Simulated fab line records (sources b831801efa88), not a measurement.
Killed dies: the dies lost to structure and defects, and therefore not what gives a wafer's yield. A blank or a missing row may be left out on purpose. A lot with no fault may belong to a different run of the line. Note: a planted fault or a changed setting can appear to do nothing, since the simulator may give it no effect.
Struck lot and sound lot, side by side + flow sky130 + 37 out of 708 route steps
Sound: wafers L205.2, L205.4, L205.5. Struck: wafer L191.4 (left out: L191.1, L191.6 of the same lot, which were not struck); the cause appears at the end.
Per side, at each step with rows, come the tool, then ch with its chambers, and then its first start. Under that, the readings that differ: sound wafers + struck wafers + difference of the means + sigmas: that difference in standard deviations of wafers without a fault.
alike: a reading whose means differ by less than 2 such deviations, as well as words and numbers matching on both sides. not compared: withheld readings; readings where some wafer has no value; bounds like >300 that might hide an equal value; numbers whose values overlap and for which the record gives no deviation.
A row with sigmas, a row that says differs or no value, or rows on one side alone: a step with any of these is where the two part. Numbers that don't overlap but have no deviation are shown without sigmas and don't part them. A reading that every wafer of one side lacks parts them only if that side has two wafers or more.

first, 9 steps without rows for these wafers: SKY_METAL3_DESCUM_15 (chemistry O2, time 8 s); SKY_METAL3_ETCH_16 (etches BARC in N2/H2, stops on SiO2, time 88.2 s, target depth 60 nm); SKY_METAL3_ETCH_17 (etches SiO2 in C4F8/O2/Ar, stops on TiN, time 3.9 s, target depth 15 nm); SKY_METAL3_METAL_ETCH_18 (etches the open film in Cl2/BCl3, stops on SiO2, target depth 845 nm, time 183.1 s); SKY_METAL3_STRIP_19 (strips in O2/N2); SKY_METAL3_STRIP_20 (strips in post etch residue remover, time 1200 s); SKY_METAL3_CLEAN_21 (cleans in IPA, time 180 s); SKY_METAL3_CLEAN_22 (cleans in O3/DIW); SKY_VIA3_HDPCVD_00 (deposits SiO2, target thk 1635 nm, time 272.5 s).
SKY_VIA3_CMP_02: polishes SiO2.
  sound on cmp-01 ch 0,2,3, day 44 15:11; struck on cmp-02 ch 2, day 40 16:12
| reading                                  | sound             | struck | difference | sigmas |
|------------------------------------------|-------------------|--------|------------|--------|
| model.SiO2_of_VIA3_HDPCVD_00.thk_nm (nm) | 465.5 465.3 464.3 | 863.9  | +398.9     |        |
  alike: motor_current_A
SKY_VIA3_BOW_MEAS_03:
  sound on film_metro-03, day 44 15:30; struck on film_metro-03, day 40 16:30
| reading       | sound    | struck | difference | sigmas |
|---------------|----------|--------|------------|--------|
| VIA3_BOW (um) | 97 66 82 | 98     | +16        | +2     |
then, 9 steps without rows for these wafers: SKY_VIA3_DEHYDRATE_04 (time 60 s); SKY_VIA3_HMDS_05 (prime time 60 s); SKY_VIA3_COAT_06 (resist thk 60 nm); SKY_VIA3_COAT_07 (resist thk 450 nm); SKY_VIA3_SOFTBAKE_08 (time 90 s); SKY_VIA3_EXPOSE_09 (exposes mask VIM3, target cd 200 nm); SKY_VIA3_PEB_10; SKY_VIA3_DEVELOP_11 (develop time 60 s); SKY_VIA3_ETCH_14 (etches BARC in N2/H2, stops on SiO2, time 45.9 s, target depth 60 nm).
SKY_VIA3_ETCH_15: etches SiO2 in C4F8/O2/Ar, stops on TiN, target depth 507 nm, time 78 s.
  sound on rie_diel-04 ch 2,3, day 45 13:38; struck on rie_diel-02 ch 3, day 41 16:38
| reading                          | sound             | struck | difference | sigmas |
|----------------------------------|-------------------|--------|------------|--------|
| oes_product_au (a.u.)            | 0.951 0.952 0.943 | 1.022  | +0.073     | +13    |
| model.VIA3.feature_depth_nm (nm) | 465.5 465.3 464.3 | 522.4  | +57.4      |        |
| model.etch.depth_nm (nm)         | 465.5 465.3 464.3 | 522.4  | +57.4      |        |
  alike: bias_w
then, 13 steps without rows for these wafers: SKY_VIA3_STRIP_16 (strips in O2/N2); SKY_VIA3_STRIP_17 (strips in post etch residue remover, time 1200 s); SKY_VIA3_CLEAN_18 (cleans in IPA, time 180 s); SKY_VIA3_CLEAN_19 (cleans in O3/DIW); SKY_VIA3_SPUTTER_20 (material TiN, target thk 20 nm, time 80 s); SKY_VIA3_CVD_21 (deposits W, target thk 390 nm, time 117.31 s); SKY_VIA3_CMP_24 (polishes, stops on SiO2, t overpolish 20 s, target thk 0 nm); SKY_METAL4_SPUTTER_00 (material Ti, target thk 15 nm, time 10 s); SKY_METAL4_SPUTTER_01 (material TiN, target thk 20 nm, time 16.7 s); SKY_METAL4_SPUTTER_02 (material AlCu, target thk 735 nm, time 39.1 s); SKY_METAL4_SPUTTER_03 (material Ti, target thk 5 nm, time 3.3 s); SKY_METAL4_SPUTTER_04 (material TiN, target thk 70 nm, time 58.3 s); SKY_CAP2M_CVD_00 (deposits SiO2, target thk 15.5 nm).
-- the record jumps here: 2 days lie between the struck wafers' starts before and after (it left off in module CAP2M and takes up again in module METAL4, whose first step shown is number 598 of the route) --
SKY_METAL4_METAL_ETCH_18: etches the open film in Cl2/BCl3, stops on SiO2, target depth 845 nm, time 183.1 s.
  sound on rie_metal-01 ch 0,1, day 47 08:53; struck on rie_metal-01 ch 1, day 43 17:01
| reading                                  | sound           | struck | difference | sigmas |
|------------------------------------------|-----------------|--------|------------|--------|
| drypump_motor_current_A (A)              | 6.2 6.2 5.0     | 5.0    | -0.8       | -2     |
| model.SiO2_of_VIA3_HDPCVD_00.thk_nm (nm) | 435.3 435 434.5 | 834.3  | +399.4     |        |
  alike: bcl3_flow_sccm, bias_w, oes_product_au, throttle_valve_pct
  not compared: rf_hours_counter_h
SKY_VIA4_BOW_MEAS_03:
  sound on film_metro-03, day 47 10:13; struck on film_metro-03, day 43 18:24
  alike: VIA4_BOW
-- the record jumps here: 4 days lie between the struck wafers' starts before and after (it left off in module VIA4 and takes up again in module PAD_OPEN, whose first step shown is number 708 of the route) --
SKY_PAD_OPEN_PROBE_99:
  sound on prober-01, day 50 13:57; struck on prober-01, day 47 13:32
| reading                               | sound               | struck | difference | sigmas |
|---------------------------------------|---------------------|--------|------------|--------|
| model.etest.tester.sort_n_pass        | 419 409 396         | 0      | -408       |        |
| model.etest.tester.sort_yield_pct (%) | 85.16 83.13 80.49   | 0      | -83        |        |
| model.etest.tester.sort_bin_5_pct (%) | 8.333 9.553 10.57   | 87.81  | +78.32     |        |
| model.etest.tester.sort_bin_3_pct (%) | 0.4065 0.6098 1.829 | 6.704  | +5.756     |        |
| model.etest.met4_comb.leak_log10_a_um | -11.93 -12.09 -12   | -9.418 | +2.589     |        |
| model.etest.field_p.open              | 0 0 0               | 1      | +1         |        |
| model.etest.nfet_05v0_nvt.open        | 0 0 0               | 1      | +1         |        |
| model.etest.cap_poly_to_well.open     | 0 0 0               | 1      | +1         |        |
  alike: defect_limited_yield, killed_at_M0_to_M3, killed_at_M4_up, killed_at_contacts, killed_at_front_end, killed_at_other, killed_dies, killed_open, killed_short

== WHERE THEY PART ==
First at SKY_VIA3_BOW_MEAS_03; last, within this record, at SKY_METAL4_METAL_ETCH_18. Later steps at which nothing parts them and some readings are alike: SKY_VIA4_BOW_MEAS_03, SKY_PAD_OPEN_PROBE_99.

WHY: the cause the simulator had injected
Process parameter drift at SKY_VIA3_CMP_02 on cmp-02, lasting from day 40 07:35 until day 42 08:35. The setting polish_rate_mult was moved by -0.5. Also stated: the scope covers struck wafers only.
